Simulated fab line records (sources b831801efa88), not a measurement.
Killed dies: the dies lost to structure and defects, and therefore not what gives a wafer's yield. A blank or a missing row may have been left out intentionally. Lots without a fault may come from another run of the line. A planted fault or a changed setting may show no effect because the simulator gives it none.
Which tool did it? -- flow gf180mcu -- at 1 step of a route of 602, 6 lots with 18 wafers sampled

WHAT EACH GAUGE READ, for each wafer
GF_LVPWELL_OVL_MEAS_07.
lot,measured,on,LVPWELL_OVL (nm)
L672,day 4 11:46,overlay-02,2.5 1.6 1.0
L676,day 5 12:11,overlay-02,2.3 1.6 2.3
L680,day 6 11:08,overlay-02,2.3 0.9 0.2
L685,day 7 15:47,overlay-01,2.2 0.4 0.4
L688,day 8 06:43,overlay-02,1.9 2.0 2.2
L691,day 8 23:12,overlay-02,0.1 2.5 1.2

WHAT TOOL EACH LOT RAN ON (gives the tool, then ch and the chambers of the sampled wafers, and finally the start)
There is no process step in the record ahead of these readings.

THE ANSWER, worked out from the rows above alone
Rule: usual is defined by the lots themselves. The widest of any qualifying gaps counts: lots, ordered by their means at a reading, are off when they make up no more than a third of the lots, leave a main group of 4 or more, and stand apart from it by 3 or more times the standard deviation of that group's means. A main group is skipped when, at the precision printed for the reading in the tables above, its means are all equal. A lot without any number at a reading at which 4 lots or more have one is off too. The other lots that the step has rows for count as sound.
None of the lots is off at any reading shown; this tells nothing.

WHAT HAD BEEN PUT IN BY THE SIMULATOR
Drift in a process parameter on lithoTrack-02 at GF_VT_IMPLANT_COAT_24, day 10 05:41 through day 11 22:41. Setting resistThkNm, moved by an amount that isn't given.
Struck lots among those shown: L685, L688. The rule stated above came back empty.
